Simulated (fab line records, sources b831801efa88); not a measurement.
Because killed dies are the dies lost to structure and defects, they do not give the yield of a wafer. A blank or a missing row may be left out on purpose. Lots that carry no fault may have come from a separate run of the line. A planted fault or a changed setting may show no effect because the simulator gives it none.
What tool caused it? :: flow sky130 :: 14 lots with 42 wafers sampled at 4 steps, on a route of 708 steps

== WHAT EACH GAUGE READ, for each wafer ==
SKY_SD_N_RS_MEAS_16: measurement is done with a four-point probe. Usual: SD_N_RS gives 68.49 ohm/sq (standard deviation 0.093).
lot: L232
measured: day 28 04:41
on: filmMetro-01
SD_N_RS (ohm/sq): 68.58 68.46 68.44
flag: 

lot: L233
measured: day 28 08:56
on: filmMetro-03
SD_N_RS (ohm/sq): 68.47 68.42 68.56
flag: 

lot: L237
measured: day 30 00:04
on: filmMetro-03
SD_N_RS (ohm/sq): 68.36 68.28 68.45
flag: 

lot: L239
measured: day 30 04:53
on: filmMetro-03
SD_N_RS (ohm/sq): 68.44 68.49 68.50
flag: 

lot: L240
measured: day 30 18:07
on: filmMetro-01
SD_N_RS (ohm/sq): 68.59 68.60 68.65
flag: 

lot: L241
measured: day 31 02:26
on: filmMetro-03
SD_N_RS (ohm/sq): 68.45 68.51 68.65
flag: 

lot: L243
measured: day 31 09:11
on: filmMetro-03
SD_N_RS (ohm/sq): 68.45 68.64 68.53
flag: 

lot: L242
measured: day 31 09:38
on: filmMetro-01
SD_N_RS (ohm/sq): 68.36 68.46 68.51
flag: 

lot: L244
measured: day 31 17:22
on: filmMetro-03
SD_N_RS (ohm/sq): 68.53 68.71 68.53
flag: 

lot: L245
measured: day 32 03:44
on: filmMetro-03
SD_N_RS (ohm/sq): 68.44 68.55 68.58
flag: 

lot: L246
measured: day 32 07:14
on: filmMetro-03
SD_N_RS (ohm/sq): 68.50 68.56 68.49
flag: 

lot: L251
measured: day 34 03:08
on: filmMetro-03
SD_N_RS (ohm/sq): 68.46 68.43 68.40
flag: 

lot: L254
measured: day 35 01:31
on: filmMetro-02
SD_N_RS (ohm/sq): 68.41 68.61 68.53
flag: 

lot: L255
measured: day 35 09:29
on: filmMetro-01
SD_N_RS (ohm/sq): 68.43 68.19 68.57
flag: 

SKY_SD_N_RS_MEAS_18: measurement is done with a four-point probe. Usual: RES_XHIGH_RS gives 332.8 ohm/sq (standard deviation 1.3).
lot: L232
measured: day 28 04:55
on: filmMetro-01
RES_XHIGH_RS (ohm/sq): 333.6 333.1 331.3
flag: 

lot: L233
measured: day 28 09:10
on: filmMetro-03
RES_XHIGH_RS (ohm/sq): 333.2 333.5 332.6
flag: 

lot: L237
measured: day 30 00:19
on: filmMetro-03
RES_XHIGH_RS (ohm/sq): 333.0 333.8 334.6
flag: 

lot: L239
measured: day 30 05:07
on: filmMetro-03
RES_XHIGH_RS (ohm/sq): 334.8 335.1 334.8
flag: 

lot: L240
measured: day 30 18:22
on: filmMetro-01
RES_XHIGH_RS (ohm/sq): 332.4 331.4 331.4
flag: 

lot: L241
measured: day 31 02:40
on: filmMetro-03
RES_XHIGH_RS (ohm/sq): 330.9 330.6 330.3
flag: 

lot: L243
measured: day 31 09:26
on: filmMetro-03
RES_XHIGH_RS (ohm/sq): 332.6 332.3 333.3
flag: 

lot: L242
measured: day 31 09:53
on: filmMetro-01
RES_XHIGH_RS (ohm/sq): 330.1 332.3 331.4
flag: 

lot: L244
measured: day 31 17:37
on: filmMetro-03
RES_XHIGH_RS (ohm/sq): 332.4 329.6 331.4
flag: 

lot: L245
measured: day 32 03:58
on: filmMetro-03
RES_XHIGH_RS (ohm/sq): 332.8 333.1 331.3
flag: 

lot: L246
measured: day 32 07:29
on: filmMetro-03
RES_XHIGH_RS (ohm/sq): 333.4 333.9 333.4
flag: 

lot: L251
measured: day 34 03:23
on: filmMetro-03
RES_XHIGH_RS (ohm/sq): 334.5 334.0 334.3
flag: 

lot: L254
measured: day 35 01:46
on: filmMetro-02
RES_XHIGH_RS (ohm/sq): 331.2 332.3 330.9
flag: 

lot: L255
measured: day 35 09:43
on: filmMetro-01
RES_XHIGH_RS (ohm/sq): 333.4 332.8 333.8
flag: 

SKY_LI_CONTACT_BOW_MEAS_03. Usual: LI_CONTACT_BOW gives 56 um (standard deviation 7.1).
lot: L232
measured: day 28 05:31
on: filmMetro-03
LI_CONTACT_BOW (um): 60 52 48
flag: 

lot: L233
measured: day 28 09:46
on: filmMetro-02
LI_CONTACT_BOW (um): 68 61 56
flag: 

lot: L237
measured: day 30 00:58
on: filmMetro-02
LI_CONTACT_BOW (um): 50 66 41
flag: 

lot: L239
measured: day 30 05:43
on: filmMetro-02
LI_CONTACT_BOW (um): 74 55 50
flag: 

lot: L240
measured: day 30 18:58
on: filmMetro-01
LI_CONTACT_BOW (um): 47 57 46
flag: 

lot: L241
measured: day 31 03:16
on: filmMetro-03
LI_CONTACT_BOW (um): 62 40 50
flag: 

lot: L243
measured: day 31 10:02
on: filmMetro-02
LI_CONTACT_BOW (um): 51 62 64
flag: 

lot: L242
measured: day 31 10:31
on: filmMetro-01
LI_CONTACT_BOW (um): 49 61 67
flag: 

lot: L246
measured: day 32 08:05
on: filmMetro-03
LI_CONTACT_BOW (um): 54 54 54
flag: 

lot: L251
measured: day 34 03:59
on: filmMetro-01
LI_CONTACT_BOW (um): 65 62 66
flag: 

lot: L254
measured: day 35 02:41
on: filmMetro-02
LI_CONTACT_BOW (um): 58 53 52
flag: 

lot: L255
measured: day 35 10:19
on: filmMetro-03
LI_CONTACT_BOW (um): 59 51 60
flag: 

== WHICH TOOL RAN EACH LOT (tool, then ch and the chambers of the sampled wafers, then the start) ==
lot: L232
SKY_LI_CONTACT_HDPCVD_00: hdpcvd-01 ch 0,1,2, day 28 05:04

lot: L233
SKY_LI_CONTACT_HDPCVD_00: hdpcvd-01 ch 0,1,2, day 28 09:19

lot: L237
SKY_LI_CONTACT_HDPCVD_00: hdpcvd-01 ch 0,1, day 30 00:28

lot: L239
SKY_LI_CONTACT_HDPCVD_00: hdpcvd-01 ch 0,1,2, day 30 05:16

lot: L240
SKY_LI_CONTACT_HDPCVD_00: hdpcvd-02 ch 0,1,2, day 30 18:29

lot: L241
SKY_LI_CONTACT_HDPCVD_00: hdpcvd-01 ch 0,1, day 31 02:46

lot: L243
SKY_LI_CONTACT_HDPCVD_00: hdpcvd-01 ch 0,1,2, day 31 09:34

lot: L242
SKY_LI_CONTACT_HDPCVD_00: hdpcvd-02 ch 0,2, day 31 10:01

lot: L244
SKY_LI_CONTACT_HDPCVD_00: hdpcvd-01 ch 0,1, day 31 17:43

lot: L245
SKY_LI_CONTACT_HDPCVD_00: hdpcvd-01 ch 0,1,2, day 32 04:06

lot: L246
SKY_LI_CONTACT_HDPCVD_00: hdpcvd-01 ch 0,1, day 32 07:37

lot: L251
SKY_LI_CONTACT_HDPCVD_00: hdpcvd-01 ch 1,2, day 34 03:29

lot: L254
SKY_LI_CONTACT_HDPCVD_00: hdpcvd-01 ch 0,1, day 35 01:54

lot: L255
SKY_LI_CONTACT_HDPCVD_00: hdpcvd-01 ch 1,2, day 35 09:49
- SKY_LI_CONTACT_HDPCVD_00: deposits PSG, target thk 930 nm, time 155 s.

== WHAT THE TOOLS THEMSELVES READ (means of the sampled wafers that have a number; where no wafer has one, the mark that the record gives instead) ==
SKY_LI_CONTACT_HDPCVD_00. Usual: pressureMtorr 6.002 mTorr, standard deviation 0.012; runLengthS 183.1 s, standard deviation 0.6.
lot: L232
tool: hdpcvd-01
pressureMtorr (mTorr): 5.999
runLengthS (s): 183.2
flag: 

lot: L233
tool: hdpcvd-01
pressureMtorr (mTorr): 5.991
runLengthS (s): 183.4
flag: 

lot: L237
tool: hdpcvd-01
pressureMtorr (mTorr): 6.001
runLengthS (s): 182.7
flag: 

lot: L239
tool: hdpcvd-01
pressureMtorr (mTorr): 6.003
runLengthS (s): 183.3
flag: 

lot: L240
tool: hdpcvd-02
pressureMtorr (mTorr): 6.005
runLengthS (s): 183.0
flag: 

lot: L241
tool: hdpcvd-01
pressureMtorr (mTorr): 6.011
runLengthS (s): 182.5
flag: 

lot: L243
tool: hdpcvd-01
pressureMtorr (mTorr): 5.997
runLengthS (s): 183.1
flag: 

lot: L242
tool: hdpcvd-02
pressureMtorr (mTorr): 6.001
runLengthS (s): 182.4
flag: 

lot: L244
tool: hdpcvd-01
pressureMtorr (mTorr): -
runLengthS (s): -
flag: OFF

lot: L245
tool: hdpcvd-01
pressureMtorr (mTorr): -
runLengthS (s): -
flag: OFF

lot: L246
tool: hdpcvd-01
pressureMtorr (mTorr): 5.997
runLengthS (s): 183.0
flag: 

lot: L251
tool: hdpcvd-01
pressureMtorr (mTorr): 6.009
runLengthS (s): 183.1
flag: 

lot: L254
tool: hdpcvd-01
pressureMtorr (mTorr): 6.011
runLengthS (s): 182.8
flag: 

lot: L255
tool: hdpcvd-01
pressureMtorr (mTorr): 6.002
runLengthS (s): 183.1
flag: 

== THE ANSWER, worked out from the rows above alone ==
Rule: take the mean of a lot's wafers that have a number; if it is more than 3 standard deviations from the usual mean, the lot is off. A lot without any number at a reading at which 4 lots or more have one is off too. The other lots that the step has rows for count as sound. Order of review: gauges by route order, followed by the tools' own readings, for which a lot's mean as printed above is used. At the first step where some lot is off, the reading lying furthest off is the one used; lots without a number count as furthest.
Off: L244, L245 (SKY_LI_CONTACT_HDPCVD_00, pressureMtorr). Without a number there: L244, L245.
A tool fits if, at that step or a process step before it, it ran every lot that is off, and no sound lot after the first of them. No candidate that was tried fits.

== WHAT WAS PUT IN BY THE SIMULATOR ==
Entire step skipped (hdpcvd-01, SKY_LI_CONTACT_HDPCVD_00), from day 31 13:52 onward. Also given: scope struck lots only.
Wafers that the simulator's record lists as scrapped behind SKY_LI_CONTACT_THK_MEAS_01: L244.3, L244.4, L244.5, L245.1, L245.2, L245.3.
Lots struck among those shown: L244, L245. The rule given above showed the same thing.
